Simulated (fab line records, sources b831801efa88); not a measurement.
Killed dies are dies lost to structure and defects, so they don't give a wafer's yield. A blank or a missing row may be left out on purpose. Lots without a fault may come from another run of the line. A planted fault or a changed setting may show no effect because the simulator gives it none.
Chamber matching | flow gf180mcu | GF_V5_CMP_04 on cmp-02: 4 sister chambers
The step polishes SiO2. 20 wafers are shown with their chamber, then 10 later ones without.

WAFERS WITH THEIR CHAMBER
wafer  | chamber | motor_current_A (A)
L169.1 | 1       | 9.3
L169.2 | 3       | 15.4
L169.4 | 0       | 13.8
L173.3 | 1       | 9.2
L173.5 | 1       | 9.3
L173.6 | 2       | 16.2
L176.3 | 3       | 14.9
L176.4 | 0       | 14.9
L176.5 | 1       | 9.2
L177.2 | 1       | 9.7
L177.4 | 3       | 14.6
L177.6 | 0       | 14.6
L181.1 | 1       | 8.9
L181.2 | 0       | 14.5
L181.4 | 3       | 15.2
L182.1 | 0       | 14.4
L182.4 | 3       | 14.7
L182.5 | 2       | 16.6
L183.2 | 3       | 15.5
L183.3 | 2       | 16.7

SIGNATURES (means of the wafers above)
reading         | chamber 0 | chamber 1 | chamber 2 | chamber 3 | scatter within a chamber
motor_current_A | 14.440    | 9.267     | 16.500    | 15.050    | 0.337
Rule: a wafer's distance from a chamber is the root of the sum, over the readings, of the square of ((its reading less the chamber's mean) divided by the reading's scatter). The wafer belongs to the nearest chamber; if the next one is less than 2 further off, it can't be placed. The scatter: the root of (the sum of the squares of (reading less its chamber's mean) over the shown wafers, divided by (wafers less chambers)).

WAFERS WITHOUT THEIR CHAMBER
wafer  | motor_current_A (A)
L183.4 | 9.6
L185.2 | 9.4
L185.5 | 9.7
L185.6 | 14.8
L186.1 | 15.2
L186.3 | 9.8
L186.6 | 13.9
L188.1 | 14.6
L188.3 | 9.5
L188.6 | 14.6

WHICH CHAMBER EACH WENT THROUGH
wafer  | from the rows above     | in truth
L183.4 | 1                       | 1
L185.2 | 1                       | 1
L185.5 | 1                       | 1
L185.6 | can't be placed: 3 or 0 | 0
L186.1 | can't be placed: 3 or 0 | 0
L186.3 | 1                       | 1
L186.6 | can't be placed: 0 or 3 | 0
L188.1 | can't be placed: 0 or 3 | 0
L188.3 | 1                       | 1
L188.6 | can't be placed: 0 or 3 | 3
Placed correctly: 5 of 10. Can't be placed from these rows: 5 (the true chamber is among the candidates in 5). Placed wrongly: 0.
